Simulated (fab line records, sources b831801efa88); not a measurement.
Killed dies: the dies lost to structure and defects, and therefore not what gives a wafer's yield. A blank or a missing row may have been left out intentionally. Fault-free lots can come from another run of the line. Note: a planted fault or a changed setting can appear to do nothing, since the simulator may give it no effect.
Which tool is to blame? :: flow sky130 :: 11 lots with 33 wafers sampled at 4 steps, on a route of 708 steps

== WHAT EACH GAUGE READ, for each wafer ==
SKY_LI_CONTACT_RS_MEAS_22: measures by four-point-probe.
lot: L414
measured: day 29 11:26
on: film_metro-02
LI_CONTACT_W_RS (ohm/sq): 0.283 0.281 0.285

lot: L416
measured: day 30 10:58
on: film_metro-02
LI_CONTACT_W_RS (ohm/sq): 0.279 0.285 0.282

lot: L417
measured: day 30 18:13
on: film_metro-04
LI_CONTACT_W_RS (ohm/sq): 0.297 0.291 0.286

lot: L418
measured: day 30 19:03
on: film_metro-02
LI_CONTACT_W_RS (ohm/sq): 0.284 0.278 0.286

lot: L419
measured: day 31 13:26
on: film_metro-04
LI_CONTACT_W_RS (ohm/sq): 0.283 0.284 0.282

lot: L420
measured: day 31 15:19
on: film_metro-02
LI_CONTACT_W_RS (ohm/sq): 0.290 0.288 0.285

lot: L424
measured: day 32 17:49
on: film_metro-02
LI_CONTACT_W_RS (ohm/sq): 0.294 0.295 0.288

lot: L425
measured: day 33 02:28
on: film_metro-04
LI_CONTACT_W_RS (ohm/sq): 0.291 0.288 0.286

lot: L427
measured: day 33 15:22
on: film_metro-01
LI_CONTACT_W_RS (ohm/sq): 0.291 0.288 0.289

lot: L426
measured: day 33 18:22
on: film_metro-01
LI_CONTACT_W_RS (ohm/sq): 0.291 0.288 0.290

lot: L432
measured: day 35 02:53
on: film_metro-02
LI_CONTACT_W_RS (ohm/sq): 0.299 0.293 0.288

== EACH LOT AND THE TOOL THAT RAN IT (in order: tool; ch and the chambers of the sampled wafers; start) ==
lot: L414
SKY_SONOS_ONO_ETCH_15: rie_diel-02 ch 1,2,3, day 12 22:04
SKY_SONOS_ONO_STRIP_17: plasma_asher-02 ch 0,1, day 12 22:10
SKY_LI_CONTACT_STRIP_16: plasma_asher-04 ch 0, day 29 10:53

lot: L416
SKY_SONOS_ONO_ETCH_15: rie_diel-04 ch 0,1,3, day 14 00:55
SKY_SONOS_ONO_STRIP_17: plasma_asher-03 ch 0,1, day 14 01:01
SKY_LI_CONTACT_STRIP_16: plasma_asher-03 ch 0,1, day 30 10:23

lot: L417
SKY_SONOS_ONO_ETCH_15: rie_diel-03 ch 0,1,2, day 14 01:13
SKY_SONOS_ONO_STRIP_17: plasma_asher-01 ch 0,1, day 14 01:22
SKY_LI_CONTACT_STRIP_16: plasma_asher-03 ch 0,1, day 30 17:38

lot: L418
SKY_SONOS_ONO_ETCH_15: rie_diel-02 ch 1,2, day 14 04:20
SKY_SONOS_ONO_STRIP_17: plasma_asher-03 ch 0,1, day 14 04:26
SKY_LI_CONTACT_STRIP_16: plasma_asher-03 ch 0,1, day 30 18:29

lot: L419
SKY_SONOS_ONO_ETCH_15: rie_diel-03 ch 1,2,3, day 14 23:02
SKY_SONOS_ONO_STRIP_17: plasma_asher-02 ch 0,1, day 14 23:08
SKY_LI_CONTACT_STRIP_16: plasma_asher-02 ch 0,1, day 31 12:52

lot: L420
SKY_SONOS_ONO_ETCH_15: rie_diel-04 ch 0,1,2, day 15 04:28
SKY_SONOS_ONO_STRIP_17: plasma_asher-01 ch 0,1, day 15 04:34
SKY_LI_CONTACT_STRIP_16: plasma_asher-02 ch 0,1, day 31 14:32

lot: L424
SKY_SONOS_ONO_ETCH_15: rie_diel-04 ch 0,1,2, day 16 02:07
SKY_SONOS_ONO_STRIP_17: plasma_asher-03 ch 0,1, day 16 02:14
SKY_LI_CONTACT_STRIP_16: plasma_asher-02 ch 0,1, day 32 17:05

lot: L425
SKY_SONOS_ONO_ETCH_15: rie_diel-03 ch 0,2,3, day 16 09:55
SKY_SONOS_ONO_STRIP_17: plasma_asher-03 ch 0,1, day 16 10:01
SKY_LI_CONTACT_STRIP_16: plasma_asher-02 ch 0,1, day 33 01:44

lot: L427
SKY_SONOS_ONO_ETCH_15: rie_diel-03 ch 0,1,3, day 17 03:25
SKY_SONOS_ONO_STRIP_17: plasma_asher-01 ch 0,1, day 17 03:31
SKY_LI_CONTACT_STRIP_16: plasma_asher-04 ch 0,1, day 33 14:38

lot: L426
SKY_SONOS_ONO_ETCH_15: rie_diel-04 ch 0,2,3, day 17 04:25
SKY_SONOS_ONO_STRIP_17: plasma_asher-02 ch 0,1, day 17 04:31
SKY_LI_CONTACT_STRIP_16: plasma_asher-03 ch 0,1, day 33 17:47

lot: L432
SKY_SONOS_ONO_ETCH_15: rie_diel-03 ch 1,2,3, day 18 19:02
SKY_SONOS_ONO_STRIP_17: plasma_asher-02 ch 0,1, day 18 19:08
SKY_LI_CONTACT_STRIP_16: plasma_asher-04 ch 0,1, day 35 02:17
- SKY_SONOS_ONO_ETCH_15: etches the open film in CHF3/O2, target depth 19.52 nm, time 7.8 s.
- SKY_SONOS_ONO_STRIP_17: strips in O2/N2.
- SKY_LI_CONTACT_STRIP_16: strips in O2/N2.

== AS READ BY THE TOOLS THEMSELVES (means over the sampled wafers that have a number; for cases with no such wafer, the mark the record gives instead) ==
SKY_SONOS_ONO_ETCH_15.
lot: L414
tool: rie_diel-02
bias_w (W): 199.6
drypump_motor_current_A (A): 5.5
oes_product_au (a.u.): 1.000
throttle_valve_pct (%): 8.814

lot: L416
tool: rie_diel-04
bias_w (W): 200.0
drypump_motor_current_A (A): 6.0
oes_product_au (a.u.): 1.001
throttle_valve_pct (%): 8.827

lot: L417
tool: rie_diel-03
bias_w (W): 200.3
drypump_motor_current_A (A): 5.5
oes_product_au (a.u.): 1.006
throttle_valve_pct (%): 8.827

lot: L418
tool: rie_diel-02
bias_w (W): 200.2
drypump_motor_current_A (A): 5.5
oes_product_au (a.u.): 1.007
throttle_valve_pct (%): 8.820

lot: L419
tool: rie_diel-03
bias_w (W): 200.6
drypump_motor_current_A (A): 5.6
oes_product_au (a.u.): 1.000
throttle_valve_pct (%): 8.828

lot: L420
tool: rie_diel-04
bias_w (W): 199.5
drypump_motor_current_A (A): 5.7
oes_product_au (a.u.): 0.986
throttle_valve_pct (%): 8.833

lot: L424
tool: rie_diel-04
bias_w (W): 200.1
drypump_motor_current_A (A): 5.7
oes_product_au (a.u.): 0.992
throttle_valve_pct (%): 8.820

lot: L425
tool: rie_diel-03
bias_w (W): 200.2
drypump_motor_current_A (A): 5.8
oes_product_au (a.u.): 1.011
throttle_valve_pct (%): 8.816

lot: L427
tool: rie_diel-03
bias_w (W): 199.8
drypump_motor_current_A (A): 5.9
oes_product_au (a.u.): 1.000
throttle_valve_pct (%): 8.814

lot: L426
tool: rie_diel-04
bias_w (W): 200.2
drypump_motor_current_A (A): 5.7
oes_product_au (a.u.): 0.992
throttle_valve_pct (%): 8.826

lot: L432
tool: rie_diel-03
bias_w (W): -
drypump_motor_current_A (A): 5.6
oes_product_au (a.u.): 1.004
throttle_valve_pct (%): 8.826

SKY_SONOS_ONO_STRIP_17.
lot: L414
tool: plasma_asher-02
drypump_motor_current_A (A): 5.8
oes_product_au (a.u.): 0.708
strip_time_to_endpoint_s (s): 13.93

lot: L416
tool: plasma_asher-03
drypump_motor_current_A (A): 6.1
oes_product_au (a.u.): 0.713
strip_time_to_endpoint_s (s): 13.90

lot: L417
tool: plasma_asher-01
drypump_motor_current_A (A): 6.6
oes_product_au (a.u.): 0.711
strip_time_to_endpoint_s (s): 13.94

lot: L418
tool: plasma_asher-03
drypump_motor_current_A (A): 5.9
oes_product_au (a.u.): 0.707
strip_time_to_endpoint_s (s): 13.94

lot: L419
tool: plasma_asher-02
drypump_motor_current_A (A): 5.6
oes_product_au (a.u.): 0.710
strip_time_to_endpoint_s (s): 13.96

lot: L420
tool: plasma_asher-01
drypump_motor_current_A (A): 6.5
oes_product_au (a.u.): 0.714
strip_time_to_endpoint_s (s): 13.97

lot: L424
tool: plasma_asher-03
drypump_motor_current_A (A): 6.1
oes_product_au (a.u.): 0.709
strip_time_to_endpoint_s (s): 13.96

lot: L425
tool: plasma_asher-03
drypump_motor_current_A (A): 5.9
oes_product_au (a.u.): 0.715
strip_time_to_endpoint_s (s): 13.93

lot: L427
tool: plasma_asher-01
drypump_motor_current_A (A): 6.5
oes_product_au (a.u.): 0.707
strip_time_to_endpoint_s (s): 13.97

lot: L426
tool: plasma_asher-02
drypump_motor_current_A (A): 5.8
oes_product_au (a.u.): 0.716
strip_time_to_endpoint_s (s): 13.91

lot: L432
tool: plasma_asher-02
drypump_motor_current_A (A): 5.8
oes_product_au (a.u.): 0.712
strip_time_to_endpoint_s (s): 14.08

SKY_LI_CONTACT_STRIP_16.
lot: L414
tool: plasma_asher-04
drypump_motor_current_A (A): 6.4
oes_product_au (a.u.): 0.368
strip_time_to_endpoint_s (s): 3.44

lot: L416
tool: plasma_asher-03
drypump_motor_current_A (A): 5.9
oes_product_au (a.u.): 0.373
strip_time_to_endpoint_s (s): 3.49

lot: L417
tool: plasma_asher-03
drypump_motor_current_A (A): 6.2
oes_product_au (a.u.): 0.379
strip_time_to_endpoint_s (s): 3.49

lot: L418
tool: plasma_asher-03
drypump_motor_current_A (A): 6.2
oes_product_au (a.u.): 0.375
strip_time_to_endpoint_s (s): 3.43

lot: L419
tool: plasma_asher-02
drypump_motor_current_A (A): 5.6
oes_product_au (a.u.): 0.375
strip_time_to_endpoint_s (s): 3.51

lot: L420
tool: plasma_asher-02
drypump_motor_current_A (A): 5.8
oes_product_au (a.u.): 0.373
strip_time_to_endpoint_s (s): 3.50

lot: L424
tool: plasma_asher-02
drypump_motor_current_A (A): 5.6
oes_product_au (a.u.): 0.378
strip_time_to_endpoint_s (s): 3.51

lot: L425
tool: plasma_asher-02
drypump_motor_current_A (A): 5.6
oes_product_au (a.u.): 0.377
strip_time_to_endpoint_s (s): 3.49

lot: L427
tool: plasma_asher-04
drypump_motor_current_A (A): 6.2
oes_product_au (a.u.): 0.378
strip_time_to_endpoint_s (s): 3.51

lot: L426
tool: plasma_asher-03
drypump_motor_current_A (A): 5.9
oes_product_au (a.u.): 0.376
strip_time_to_endpoint_s (s): 3.50

lot: L432
tool: plasma_asher-04
drypump_motor_current_A (A): 6.0
oes_product_au (a.u.): 0.382
strip_time_to_endpoint_s (s): 3.53

== THE ANSWER, worked out from the rows above alone ==
Rule: the usual values come from the lots themselves. The widest of any qualifying gaps counts: lots, ordered by their means at a reading, are off when they make up no more than a third of the lots, leave a main group of 4 or more, and stand apart from it by 3 or more times the standard deviation of that group's means. If all means in a main group match to the digits the tables above print for the reading, that group is not used. Also off: a lot with no number at a reading for which 4 or more lots have one. The other lots that the step has rows for count as sound. First the gauges in route order, then the tools' own readings, where a lot's mean is used as printed above. At the first step where some lot is off, the reading lying furthest off is the one used; lots without a number count as furthest.
Off at SKY_SONOS_ONO_ETCH_15 (bias_w): L432. Without a number there: L432. Main group: mean 200.1 W, sd 0.32.
A tool fits if, at that step or a process step before it, it ran every lot that is off, and no sound lot after the first of them. One fits: rie_diel-03 at SKY_SONOS_ONO_ETCH_15. Its last sound lot is L427 (day 17 03:25), its first lot that is off L432 (day 18 19:02): a fault that began between those two fits.
Blank at SKY_SONOS_ONO_ETCH_15 on the lots that are off, where sound lots have numbers: bias_w.

== WHAT THE SIMULATOR HAD INSERTED ==
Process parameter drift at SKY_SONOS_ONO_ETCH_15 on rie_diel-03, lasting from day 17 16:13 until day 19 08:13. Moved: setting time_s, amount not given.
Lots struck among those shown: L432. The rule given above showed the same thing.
